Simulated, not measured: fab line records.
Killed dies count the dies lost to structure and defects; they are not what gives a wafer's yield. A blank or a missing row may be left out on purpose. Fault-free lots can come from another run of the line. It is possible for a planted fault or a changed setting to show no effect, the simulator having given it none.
Matching of chambers || flow sky130 || 4 sister chambers for SKY_VIA3_CMP_24 on cmp-01
The step polishes, stops on SiO2, t overpolish 20 s, target thk 0 nm. 7 wafers are shown with their chamber, then 7 later ones without.

## EACH WAFER AND ITS CHAMBER
{"wafer": "L971.3", "chamber": 3, "motor_current_A (A)": 11.2, "overpolish_run_s (s)": 20.006}
{"wafer": "L972.3", "chamber": 1, "motor_current_A (A)": 11.2, "overpolish_run_s (s)": 20.018}
{"wafer": "L972.4", "chamber": 3, "motor_current_A (A)": 10.8, "overpolish_run_s (s)": 20.020}
{"wafer": "L975.1", "chamber": 2, "motor_current_A (A)": 9.9, "overpolish_run_s (s)": 20.003}
{"wafer": "L975.6", "chamber": 0, "motor_current_A (A)": 10.8, "overpolish_run_s (s)": 20.007}
{"wafer": "L979.2", "chamber": 1, "motor_current_A (A)": 10.2, "overpolish_run_s (s)": 20.005}
{"wafer": "L979.5", "chamber": 0, "motor_current_A (A)": 10.1, "overpolish_run_s (s)": 19.997}

## WAFERS WHOSE CHAMBER IS MISSING
{"wafer": "L979.6", "motor_current_A (A)": 11.3, "overpolish_run_s (s)": 20.002}
{"wafer": "L985.3", "motor_current_A (A)": 10.7, "overpolish_run_s (s)": 20.005}
{"wafer": "L985.5", "motor_current_A (A)": 10.5, "overpolish_run_s (s)": 19.997}
{"wafer": "L985.6", "motor_current_A (A)": 10.5, "overpolish_run_s (s)": 20.001}
{"wafer": "L986.1", "motor_current_A (A)": 10.5, "overpolish_run_s (s)": 19.998}
{"wafer": "L986.3", "motor_current_A (A)": 11.3, "overpolish_run_s (s)": 19.983}
{"wafer": "L986.6", "motor_current_A (A)": 10.3, "overpolish_run_s (s)": 19.983}

## THE CHAMBER EACH PASSED THROUGH
{"wafer": "L979.6", "from the rows above": "can't be placed: 3 or 1 or 0 or 2", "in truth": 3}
{"wafer": "L985.3", "from the rows above": "can't be placed: 0 or 1 or 3 or 2", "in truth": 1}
{"wafer": "L985.5", "from the rows above": "can't be placed: 0 or 2 or 1 or 3", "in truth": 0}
{"wafer": "L985.6", "from the rows above": "can't be placed: 0 or 2 or 1 or 3", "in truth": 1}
{"wafer": "L986.1", "from the rows above": "can't be placed: 0 or 2 or 1 or 3", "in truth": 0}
{"wafer": "L986.3", "from the rows above": "can't be placed: 0 or 1 or 3 or 2", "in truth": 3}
{"wafer": "L986.6", "from the rows above": "can't be placed: 0 or 2 or 1 or 3", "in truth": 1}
Correctly placed: 0 of 7. From these rows, 7 cannot be placed; in 7 the true chamber is one of the candidates. Wrongly placed: 0.
How it was worked out, from the rows above alone: a wafer's distance from a chamber is the root of the sum, over the readings, of the square of ((its reading less the chamber's mean) divided by the reading's scatter). The wafer belongs to the nearest chamber; if the next one is less than 2 further off, it can't be placed. The mean given for a chamber averages the wafers shown for that chamber. How the scatter is found: for the shown wafers, subtract from each reading the mean of its chamber, square and add these, divide the total by (wafers less chambers), then take the root.
